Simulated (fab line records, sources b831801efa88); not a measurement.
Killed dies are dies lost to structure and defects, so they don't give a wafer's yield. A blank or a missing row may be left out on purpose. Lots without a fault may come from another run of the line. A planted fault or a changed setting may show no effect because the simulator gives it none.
Problem report in the 8D (eight disciplines) form, filled by code | flow gf180mcu | the parts of the form that need people (team, actions taken, sign-off) are left out

1. THE PROBLEM
chamber_pressure_Torr at GF_V1_CVD_23 reads a mean of 38.61 Torr on 6 wafers of 2 lots; wafers without a fault read 40.01 Torr with a standard deviation of 0.09. That is -16 standard deviations from the usual mean.
The step: deposits W, target thk 350 nm, time 105.05 s.
First seen on wafer L146.1, day 23 06:59, on cvd_w-02. The record holds 42 wafers of 14 lots with a number at this step. Rule for "out", or "out of limits": more than 4 standard deviations from the usual mean. The other wafers with a number count as sound.

2. WHAT IT IS AND WHAT IT IS NOT
question                    | is                     | is not
which readings at this step | chamber_pressure_Torr  | heater_power_w
which lots                  | L146, L147             | L133, L134, L135, L136, L137, L138, L143, L145, L149, L153, L155, L156
which wafers of those lots  | all that have a number | -
read on which tools         | cvd_w-02               | cvd_w-01
when                        | from day 23 06:59      | up to then (21 sound wafers); but 15 sound wafers of L145, L149, L153, L155, L156 came after

3. SUSPECTS, AND WHAT RULES EACH OUT
Counting: a tool at a process step up to the reading stays a suspect if it ran every lot that is out and no sound lot after the first of them.
- cvd_w-02 at GF_V1_CVD_23 (deposits W, target thk 350 nm, time 105.05 s): kept. It ran every lot that is out, first L146 (day 23 06:59), and no sound lot after that. Its own readings are out on those wafers: chamber_pressure_Torr.
Left after counting: cvd_w-02 at GF_V1_CVD_23.

4. THE CAUSE (what the simulator had put in)
Process parameter drift: cvd_w-02, from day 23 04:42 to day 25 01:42, at GF_V1_CVD_23. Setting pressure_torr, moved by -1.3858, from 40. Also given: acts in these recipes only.
Counting left only this tool.

5. THE CHAIN OF EFFECTS, in route order
Each row: a reading whose mean over the struck wafers that have a number lies more than 3 standard deviations from the usual. Only readings for which the record gives a usual standard deviation are gone through. hours: the time from each lot's start at the first step in this table that gives one to its start at this step, as a median over the lots. sigmas: the change in usual standard deviations.
hours | step         | reading               | usual      | on struck wafers | change | sigmas
0     | GF_V1_CVD_23 | chamber_pressure_Torr | 40.01 Torr | 38.61            | -1.40  | -16
The process steps in it:
- GF_V1_CVD_23: deposits W, target thk 350 nm, time 105.05 s.
Later measuring or inspecting steps at which every struck wafer that the step has a row for has a number for every such reading, and none has moved that far: GF_M2_RS_MEAS_05.

6. WHAT WOULD HAVE CAUGHT IT SOONER
In this record the first reading out of limits was taken at day 23 06:59, 2 hours after the fault began at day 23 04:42.
